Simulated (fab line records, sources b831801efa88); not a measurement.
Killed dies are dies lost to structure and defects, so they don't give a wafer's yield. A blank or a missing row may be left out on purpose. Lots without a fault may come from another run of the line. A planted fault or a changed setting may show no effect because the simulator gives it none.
Which tool did it? | flow sky130 | 12 lots, 36 wafers sampled, at 1 step of a route of 708

WHAT THE GAUGES READ, wafer by wafer
SKY_PWDE_OVL_MEAS_07.
lot  | measured    | on         | PWDE_OVL (nm)
L075 | day 4 00:10 | overlay-02 | -1.1 -1.8 0.2
L077 | day 4 10:50 | overlay-01 | -2.3 -1.7 0.0
L079 | day 5 09:35 | overlay-02 | -1.3 1.0 -0.6
L081 | day 5 15:47 | overlay-01 | -0.1 -0.2 -1.8
L083 | day 6 08:04 | overlay-01 | 1.5 1.1 0.7
L084 | day 6 18:44 | overlay-02 | -1.7 0.5 1.2
L087 | day 7 07:34 | overlay-02 | 1.3 -2.0 -0.7
L090 | day 7 14:01 | overlay-01 | 0.9 -1.4 -2.0
L091 | day 7 21:11 | overlay-02 | 0.9 -0.7 0.1
L092 | day 8 09:43 | overlay-02 | 0.5 4.0 3.7
L095 | day 8 16:23 | overlay-02 | -0.5 1.0 0.6
L097 | day 9 04:40 | overlay-01 | 2.4 0.5 1.9

WHICH TOOL RAN EACH LOT (tool, then ch and the chambers of the sampled wafers, then the start)
The record holds no process step before these readings.

THE ANSWER, worked out from the rows above alone
Rule: what is usual is taken from the lots themselves. Put in order of their means at a reading, lots are off if they are a third of the lots or fewer, leave a main group of 4 or more, and stand apart from it by a gap of 3 or more times the standard deviation of the main group's means; of several such gaps the widest counts. A main group whose means are all the same, to the digits that the tables above print for the reading, isn't used. A lot without any number at a reading at which 4 lots or more have one is off too. The other lots that the step has rows for count as sound.
No lot is off at any reading shown: from this, nothing can be told.

WHAT THE SIMULATOR HAD PUT IN
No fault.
